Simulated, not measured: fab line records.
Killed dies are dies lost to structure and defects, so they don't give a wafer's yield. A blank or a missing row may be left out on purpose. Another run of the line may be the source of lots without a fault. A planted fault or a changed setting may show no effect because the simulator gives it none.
Code-filled problem report in 8D (eight disciplines) form ; flow gf180mcu ; the parts of the form that need people (team, actions taken, sign-off) are left out

## 1. WHAT IS WRONG
Wafers without a fault read 15.002 s with a standard deviation of 0.009, while overpolishRunS at GF_V1_CMP_26 averages 0.039 s across 2 wafers of 1 lot. That is -99 or more standard deviations from the usual mean.
The step: polishes, stops on SiO2, t overpolish 15 s, target thk 0 nm.
First seen on wafer L580.4, day 22 17:31, on cmp-01. At this step, 15 wafers from 5 lots have a number in the record. Rule for "out", or "out of limits": more than 4 standard deviations from the usual mean. The rest of the wafers with a number are treated as sound.

## 2. WHAT IT IS; WHAT IT IS NOT
question;is;is not
which readings at this step;overpolishRunS, timeToEndpointS;headPressurePsi, motorCurrentA
which lots;L580;L570, L571, L586, L589
which wafers of those lots;L580.2, L580.4;L580.5
read on which tools;cmp-01;-
when;from day 22 17:31;"up to then (7 sound wafers); but 6 sound wafers of L586, L589 came after"

## 3. THE SUSPECTS, EACH WITH WHAT RULES IT OUT
Counting: a tool at a process step up to the reading stays a suspect if it ran every lot that is out. Sound lots after the first of them don't rule it out here, since some wafers of a struck lot are sound.
- rieDiel-01 at GF_V1_ETCH_16 (etches BARC in N2/H2): kept. It ran the lot that is out, L580 (day 22 16:22).
- rieDiel-01 at GF_V1_ETCH_17 (etches SiO2 in C4F8/O2/Ar, stops on TiN, target depth 630 nm): kept. It ran the lot that is out, L580 (day 22 17:02). GF_V1_ETCH_17: start missing for some lots; hours and lot order therefore follow GF_V1_SPUTTER_21.
- pvdSputter-03 at GF_V1_SPUTTER_21 (material Ti, target thk 15 nm, time 80.02 s): kept. It ran the lot that is out, L580 (day 22 17:02).
- cvdW-02 at GF_V1_CVD_23 (deposits W, target thk 350 nm, time 105.05 s): kept. It ran the lot that is out, L580 (day 22 17:08); its last sound lot up to then is L571 (day 19 12:41).
- cmp-01 at GF_V1_CMP_26 (polishes, stops on SiO2, t overpolish 15 s, target thk 0 nm): kept. It ran the lot that is out, L580 (day 22 17:31); its last sound lot up to then is L571 (day 19 13:21). On those wafers its own readings are out: overpolishRunS, timeToEndpointS.
- The sound lot-mates ran in chamber 0 of cvdW-02 at GF_V1_CVD_23, but the wafers that are out ran in chamber 1.
- Within cmp-01 at GF_V1_CMP_26: the wafers that are out ran in chambers 0, 1; their sound lot-mates ran in chamber 3.
Left after counting: rieDiel-01 at GF_V1_ETCH_16, rieDiel-01 at GF_V1_ETCH_17, pvdSputter-03 at GF_V1_SPUTTER_21, cvdW-02 at GF_V1_CVD_23, cmp-01 at GF_V1_CMP_26.

## 4. THE CAUSE (what the simulator had put in)
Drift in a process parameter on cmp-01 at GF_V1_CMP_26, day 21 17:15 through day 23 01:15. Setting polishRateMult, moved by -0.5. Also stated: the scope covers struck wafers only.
This tool is one of the 5 suspects left after counting.

## 5. SEQUENCE OF EFFECTS, ordered by route
One row per reading whose mean, taken over the struck wafers that have a number, lies over 3 standard deviations from the usual. Readings are gone through only where the record gives a usual standard deviation; hours: the median, over the lots, of the time from a lot's start at the first step in this table giving one to that lot's start at this step; sigmas: the change measured in usual standard deviations.
hours;step;reading;usual;on struck wafers;change;sigmas
0;GF_V1_CMP_26;overpolishRunS;15.002 s;0.039;-14.963;-99 or more
0;GF_V1_CMP_26;timeToEndpointS;84 s;132;+48;+8.8
Here are the process steps it includes:
- GF_V1_CMP_26: polishes, stops on SiO2, t overpolish 15 s, target thk 0 nm.

## 6. WHAT WOULD HAVE CAUGHT IT SOONER
The fault began at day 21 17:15; the first out-of-limits reading in this record came at day 22 17:31, 24 hours later.
